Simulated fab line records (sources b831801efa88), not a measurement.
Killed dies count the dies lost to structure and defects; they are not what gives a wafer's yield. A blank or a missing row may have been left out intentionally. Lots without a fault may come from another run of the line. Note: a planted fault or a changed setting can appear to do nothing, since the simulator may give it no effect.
Which tool is to blame? | flow gf180mcu | 39 wafers from 14 lots sampled at 5 of the route's 602 steps

WHAT EACH GAUGE READ, for each wafer
GF_VT_IMPLANT_RS_MEAS_48: the measuring method here is four-point-probe. Usual: LVPWELL_RS typically reads 1196 ohm/sq, with standard deviation 3.
lot  | measured     | on            | LVPWELL_RS (ohm/sq) | flag
L822 | day 7 12:44  | film-metro-03 | 1197 1197 1198      |
L823 | day 7 20:05  | film-metro-02 | 1199 1198 1195      |
L824 | day 8 04:41  | film-metro-02 | 1192 1190 1195      |
L825 | day 8 13:47  | film-metro-02 | 1198 1197 1198      |
L826 | day 8 17:54  | film-metro-02 | 1197 1195 1196      |
L828 | day 9 06:37  | film-metro-04 | 1198 1197 1195      |
L831 | day 10 03:20 | film-metro-02 | 1192 1194 1195      |
L832 | day 10 10:57 | film-metro-02 | 1199 1192 1199      |
L834 | day 10 21:56 | film-metro-04 | 1201 1200 1200      |
L836 | day 11 17:20 | film-metro-04 | 1194 1194 1198      |
L842 | day 13 05:55 | film-metro-03 | 1212 1194           |
L843 | day 13 12:29 | film-metro-04 | 1213 1196           |
L844 | day 13 17:17 | film-metro-03 | 1211 1196           |
L845 | day 14 00:31 | film-metro-03 | 1198 1196 1197      |

GF_CONTACT_THK_MEAS_01. Usual: CONTACT_CVD_00_THK typically reads 301 nm, with standard deviation 3.4.
lot  | measured     | on            | CONTACT_CVD_00_THK (nm) | flag
L822 | day 15 02:28 | film-metro-02 | 305 304 299             |
L823 | day 15 15:45 | film-metro-04 | 303 302 301             |
L824 | day 16 03:08 | film-metro-03 | 299 306 299             |
L825 | day 16 11:22 | film-metro-03 | 302 299 304             |
L826 | day 17 01:19 | film-metro-04 | 303 305 305             |
L828 | day 17 10:05 | film-metro-02 | 299 302 304             |
L831 | day 18 10:04 | film-metro-03 | 305 306 304             |
L832 | day 18 21:31 | film-metro-03 | 303 304 306             |
L834 | day 19 12:28 | film-metro-04 | 298 294 297             |
L836 | day 20 13:40 | film-metro-02 | 305 296 300             |
L842 | day 22 11:11 | film-metro-04 | 302 303                 |
L843 | day 22 14:54 | film-metro-04 | 294 302                 |
L844 | day 23 03:04 | film-metro-04 | 303 306                 |
L845 | day 23 08:19 | film-metro-04 | 304 301 301             |

WHAT TOOL EACH LOT RAN ON (gives the tool, then ch and the chambers of the sampled wafers, and finally the start)
lot  | GF_LVPWELL_IMPLANT_08          | GF_POLY_GATE_ETCH_12               | GF_HV_LDD_STRIP_22
L822 | implanter-04 ch 0, day 3 20:23 | rie-diel-02 ch 0,1,2, day 9 03:52  | plasma-asher-01 ch 0,1, day 10 18:45
L823 | implanter-01 ch 0, day 4 01:44 | rie-diel-04 ch 0,2, day 9 14:31    | plasma-asher-03 ch 0,1, day 11 04:40
L824 | implanter-02 ch 0, day 4 08:22 | rie-diel-03 ch 0,1,2, day 9 22:31  | plasma-asher-04 ch 0,1, day 11 13:43
L825 | implanter-02 ch 0, day 4 13:50 | rie-diel-04 ch 0,1,3, day 10 06:37 | plasma-asher-03 ch 0,1, day 11 21:20
L826 | implanter-01 ch 0, day 4 19:54 | rie-diel-03 ch 0,1,2, day 10 16:31 | plasma-asher-03 ch 0,1, day 12 08:38
L828 | implanter-04 ch 0, day 5 08:40 | rie-diel-02 ch 0,1,2, day 11 00:08 | plasma-asher-01 ch 0,1, day 12 17:23
L831 | implanter-01 ch 0, day 5 23:22 | rie-diel-04 ch 0,2,3, day 11 21:32 | plasma-asher-03 ch 0,1, day 13 14:49
L832 | implanter-01 ch 0, day 6 06:16 | rie-diel-02 ch 0,1,3, day 12 05:49 | plasma-asher-04 ch 0, day 13 23:04
L834 | implanter-01 ch 0, day 6 16:44 | rie-diel-02 ch 0,1,3, day 12 16:56 | plasma-asher-01 ch 0,1, day 14 12:11
L836 | implanter-01 ch 0, day 7 08:53 | rie-diel-04 ch 0,2,3, day 13 14:13 | plasma-asher-04 ch 0,1, day 15 10:20
L842 | implanter-01 ch 0, day 8 15:02 | rie-diel-03 ch 0,1, day 15 05:34   | plasma-asher-03 ch 1, day 17 04:55
L843 | implanter-01 ch 0, day 8 20:16 | rie-diel-02 ch 0,1, day 15 11:39   | plasma-asher-03 ch 0,1, day 17 09:41
L844 | implanter-01 ch 0, day 9 00:32 | rie-diel-03 ch 0,3, day 15 20:34   | plasma-asher-01 ch 1, day 17 20:47
L845 | implanter-04 ch 0, day 9 05:37 | rie-diel-04 ch 0,2,3, day 16 03:02 | plasma-asher-01 ch 0,1, day 18 03:44
- GF_LVPWELL_IMPLANT_08
- GF_POLY_GATE_ETCH_12: etches BARC in N2/H2.
- GF_HV_LDD_STRIP_22: strips in O2/N2.

WHAT THE TOOLS THEMSELVES READ (means of the sampled wafers that have a number; where no wafer has one, the mark that the record gives instead)
GF_LVPWELL_IMPLANT_08. Usual: 9.97 s for beam-on-s, sd 0.19.
lot  | tool         | beam-on-s (s) | flag
L822 | implanter-04 | 9.89          |
L823 | implanter-01 | 10.14         |
L824 | implanter-02 | 9.90          |
L825 | implanter-02 | 10.02         |
L826 | implanter-01 | 10.28         |
L828 | implanter-04 | 9.79          |
L831 | implanter-01 | 10.15         |
L832 | implanter-01 | 9.85          |
L834 | implanter-01 | 9.89          |
L836 | implanter-01 | 9.97          |
L842 | implanter-01 | 9.97          |
L843 | implanter-01 | 10.12         |
L844 | implanter-01 | 9.80          |
L845 | implanter-04 | 9.97          |

GF_POLY_GATE_ETCH_12. Usual: drypump-motor-current-A 5.7 A, standard deviation 0.31; oes-product-au 0.735 a.u., standard deviation 0.0047; throttle-valve-pct 13.215 %, standard deviation 0.0088.
lot  | tool        | drypump-motor-current-A (A) | oes-product-au (a.u.) | throttle-valve-pct (%) | flag
L822 | rie-diel-02 | 5.6                         | 0.734                 | 13.223                 |
L823 | rie-diel-04 | 5.9                         | 0.737                 | 13.223                 |
L824 | rie-diel-03 | 5.7                         | 0.734                 | 13.218                 |
L825 | rie-diel-04 | 5.6                         | 0.735                 | 13.220                 |
L826 | rie-diel-03 | 5.7                         | 0.733                 | 13.213                 |
L828 | rie-diel-02 | 5.6                         | 0.739                 | 13.216                 |
L831 | rie-diel-04 | 5.9                         | 0.732                 | 13.216                 |
L832 | rie-diel-02 | 5.3                         | 0.736                 | 13.215                 |
L834 | rie-diel-02 | 5.3                         | 0.735                 | 13.217                 |
L836 | rie-diel-04 | 5.9                         | 0.734                 | 13.217                 |
L842 | rie-diel-03 | 5.6                         | 0.740                 | 13.216                 |
L843 | rie-diel-02 | 5.4                         | 0.736                 | 13.214                 |
L844 | rie-diel-03 | 5.7                         | 0.737                 | 13.205                 |
L845 | rie-diel-04 | 5.9                         | 0.741                 | 13.205                 |

GF_HV_LDD_STRIP_22. Usual: drypump-motor-current-A 5.6 A, standard deviation 0.54; heater-power-w 330 W, standard deviation 9.9; oes-product-au 0.716 a.u., standard deviation 0.0046; strip-time-to-endpoint-s 12.62 s, standard deviation 0.031.
lot  | tool            | drypump-motor-current-A (A) | heater-power-w (W) | oes-product-au (a.u.) | strip-time-to-endpoint-s (s) | flag
L822 | plasma-asher-01 | 5.3                         | 335                | 0.720                 | 12.61                        |
L823 | plasma-asher-03 | 6.2                         | 338                | 0.713                 | 12.61                        |
L824 | plasma-asher-04 | 5.4                         | 330                | 0.714                 | 12.66                        |
L825 | plasma-asher-03 | 6.2                         | 333                | 0.723                 | 12.60                        |
L826 | plasma-asher-03 | 5.9                         | 339                | 0.713                 | 12.60                        |
L828 | plasma-asher-01 | 5.3                         | 334                | 0.715                 | 12.64                        |
L831 | plasma-asher-03 | 6.2                         | 334                | 0.711                 | 12.62                        |
L832 | plasma-asher-04 | 5.7                         | 331                | 0.721                 | 12.61                        |
L834 | plasma-asher-01 | 5.3                         | 317                | 0.717                 | 12.57                        |
L836 | plasma-asher-04 | 5.4                         | 326                | 0.716                 | 12.62                        |
L842 | plasma-asher-03 | 6.6                         | 332                | 0.714                 | 12.64                        |
L843 | plasma-asher-03 | 6.0                         | 330                | 0.716                 | 12.64                        |
L844 | plasma-asher-01 | 5.3                         | 340                | 0.712                 | 12.61                        |
L845 | plasma-asher-01 | 5.3                         | 337                | 0.715                 | 12.62                        |

THE ANSWER, worked out from the rows above alone
Rule: a lot is off if the mean of its wafers that have a number lies more than 3 standard deviations from the usual mean. Also off: a lot with no number at a reading for which 4 or more lots have one. Where the step has rows for the other lots, those lots are counted as sound. After the gauges, taken in route order, come the tools' own readings; for these a lot's mean is taken, as printed above. At the first step where some lot is off, the reading lying furthest off is the one used; lots without a number count as furthest.
None of the lots is off at any reading shown; this tells nothing.

WHAT WAS PUT IN BY THE SIMULATOR
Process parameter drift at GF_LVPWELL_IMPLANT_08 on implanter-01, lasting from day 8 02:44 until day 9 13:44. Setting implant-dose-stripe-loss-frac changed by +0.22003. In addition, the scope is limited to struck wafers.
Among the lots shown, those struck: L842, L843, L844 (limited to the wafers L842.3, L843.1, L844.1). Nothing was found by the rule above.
